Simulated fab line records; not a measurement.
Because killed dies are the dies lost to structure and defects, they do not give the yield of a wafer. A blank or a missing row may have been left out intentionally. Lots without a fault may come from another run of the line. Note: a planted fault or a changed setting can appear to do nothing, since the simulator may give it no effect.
Lot-split experiment ; flow sky130 ; 23 wafers read across 5 lots, on a route 708 steps long

== THE SPLIT ITSELF ==
At SKY_SONOS_ONO_CVD_02 (deposits Si3N4 from DCS/NH3, target thk 10.5 nm, time 180 s), the setting pressure-mtorr was moved away from the recipe's 250 mTorr on 15 of the 23 wafers read, by -9.5% to +13.3%. The other wafers ran this setting at the recipe's value.

The split's own step is where the reading is taken.

== THE READING ==
Si3N4_of_SONOS_ONO_CVD_02.thk-nm (the simulator's own value, which no gauge read), in nm, at SKY_SONOS_ONO_CVD_02 (deposits Si3N4 from DCS/NH3, target thk 10.5 nm, time 180 s). The file does not state a usual value for it. Here, 8 wafers ran the recipe; their average is 10.49 nm with a standard deviation of 0.073 nm.

wafer;tool, chamber at the split;pressure-mtorr as run, mTorr;against the recipe;Si3N4_of_SONOS_ONO_CVD_02.thk-nm, nm;against lot-mates on the recipe
L077.2;-, -;226.2;-9.5%;10.28;no lot-mate on the recipe
L077.3;-, -;226.2;-9.5%;10.27;no lot-mate on the recipe
L077.4;-, -;226.2;-9.5%;10.17;no lot-mate on the recipe
L077.5;-, -;226.2;-9.5%;10.33;no lot-mate on the recipe
L077.6;-, -;226.2;-9.5%;10.34;no lot-mate on the recipe
L078.1;-, -;250;recipe;10.45;-
L078.2;-, -;250;recipe;10.55;-
L078.3;-, -;250;recipe;10.43;-
L078.4;-, -;250;recipe;10.4;-
L078.5;-, -;250;recipe;10.44;-
L080.1;-, -;240;-4.0%;10.34;no lot-mate on the recipe
L080.2;-, -;240;-4.0%;10.43;no lot-mate on the recipe
L080.5;-, -;240;-4.0%;10.43;no lot-mate on the recipe
L080.4;-, -;240;-4.0%;10.46;no lot-mate on the recipe
L080.6;-, -;240;-4.0%;10.29;no lot-mate on the recipe
L081.1;-, -;283.3;+13.3%;10.92;no lot-mate on the recipe
L081.2;-, -;283.3;+13.3%;10.89;no lot-mate on the recipe
L081.3;-, -;283.3;+13.3%;10.86;no lot-mate on the recipe
L081.5;-, -;283.3;+13.3%;10.83;no lot-mate on the recipe
L081.6;-, -;283.3;+13.3%;10.98;no lot-mate on the recipe
L082.1;lpcvd-02, 1;250;recipe;10.51;-
L082.5;lpcvd-02, 1;250;recipe;10.51;-
L082.4;lpcvd-02, 1;250;recipe;10.64;-

FIT RESULTS
A straight line over all 23 wafers: Si3N4_of_SONOS_ONO_CVD_02.thk-nm changes by +0.0276 nm for each +1% of pressure-mtorr; r = +0.95; the points scatter about the line by 0.071 nm.
Too few moved wafers have a lot-mate on the recipe to fit a line with each lot's own level taken away.

== FILE'S OWN FIT ==
Si3N4_of_SONOS_ONO_CVD_02.thk-nm changes by +0.0276 nm for each +1% of pressure-mtorr, r = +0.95.
